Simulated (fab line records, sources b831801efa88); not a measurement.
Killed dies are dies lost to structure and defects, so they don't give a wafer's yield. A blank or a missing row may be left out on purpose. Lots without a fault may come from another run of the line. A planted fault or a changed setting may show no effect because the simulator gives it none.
Which tool did it? | flow gf180mcu | 7 lots, 21 wafers sampled, at 3 steps of a route of 602

WHAT THE GAUGES READ, wafer by wafer
GF_MVSD_OVL_MEAS_07.
lot  | measured    | on         | MVSD_OVL (nm)
L870 | day 5 03:59 | overlay-01 | -0.9 -1.1 -0.1
L874 | day 6 04:24 | overlay-01 | -1.2 1.2 1.1
L876 | day 6 16:30 | overlay-01 | -0.9 -1.0 0.1
L878 | day 7 03:17 | overlay-01 | - - -
L880 | day 7 14:11 | overlay-01 | -0.7 0.1 -0.2
L888 | day 9 11:26 | overlay-01 | 2.3 2.1 1.9
L890 | day 9 23:54 | overlay-01 | 0.7 2.0 1.1

WHICH TOOL RAN EACH LOT (tool, then ch and the chambers of the sampled wafers, then the start)
lot  | GF_STI_CMP_25                | GF_MVSD_DEVELOP_06
L870 | cmp-02 ch 0,2,3, day 2 19:20 | litho_track-03 ch 0, day 5 03:00
L874 | cmp-02 ch 1,3, day 3 16:26   | litho_track-02 ch 0, day 6 04:00
L876 | cmp-01 ch 0,2,3, day 4 02:56 | litho_track-03 ch 0, day 6 16:00
L878 | cmp-02 ch 0,1,3, day 4 13:10 | litho_track-03 ch 0, day 7 03:00
L880 | cmp-02 ch 0,1,2, day 4 22:51 | litho_track-02 ch 0, day 7 14:00
L888 | cmp-01 ch 0,2, day 6 16:11   | litho_track-04 ch 0, day 9 11:00
L890 | cmp-01 ch 0,1,2, day 7 03:19 | litho_track-04 ch 0, day 9 23:00
- GF_STI_CMP_25: polishes, stops on Si3N4, t overpolish 33 s, target thk 524.6 nm.
- GF_MVSD_DEVELOP_06: develop time 60 s.

THE ANSWER, worked out from the rows above alone
Rule: what is usual is taken from the lots themselves. Put in order of their means at a reading, lots are off if they are a third of the lots or fewer, leave a main group of 4 or more, and stand apart from it by a gap of 3 or more times the standard deviation of the main group's means; of several such gaps the widest counts. A main group whose means are all the same, to the digits that the tables above print for the reading, isn't used. A lot without any number at a reading at which 4 lots or more have one is off too. The other lots that the step has rows for count as sound.
Off: L878, at GF_MVSD_OVL_MEAS_07 (MVSD_OVL). Without a number there: L878. The main group: mean 0.4 nm, standard deviation 1.
A tool fits if, at a process step before that reading, it ran every lot that is off, and no sound lot after the first of them. The gauges at GF_MVSD_OVL_MEAS_07 are tried like those tools. One fits: litho_track-03 at GF_MVSD_DEVELOP_06. Its last sound lot is L876 (day 6 16:00), its first lot that is off L878 (day 7 03:00): a fault that began between those two fits.

WHAT THE SIMULATOR HAD PUT IN
Process parameter drift: litho_track-03, from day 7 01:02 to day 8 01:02, at GF_MVSD_DEVELOP_06. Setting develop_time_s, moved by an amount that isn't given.
Lots struck among those shown: L878. The rule above found the same.
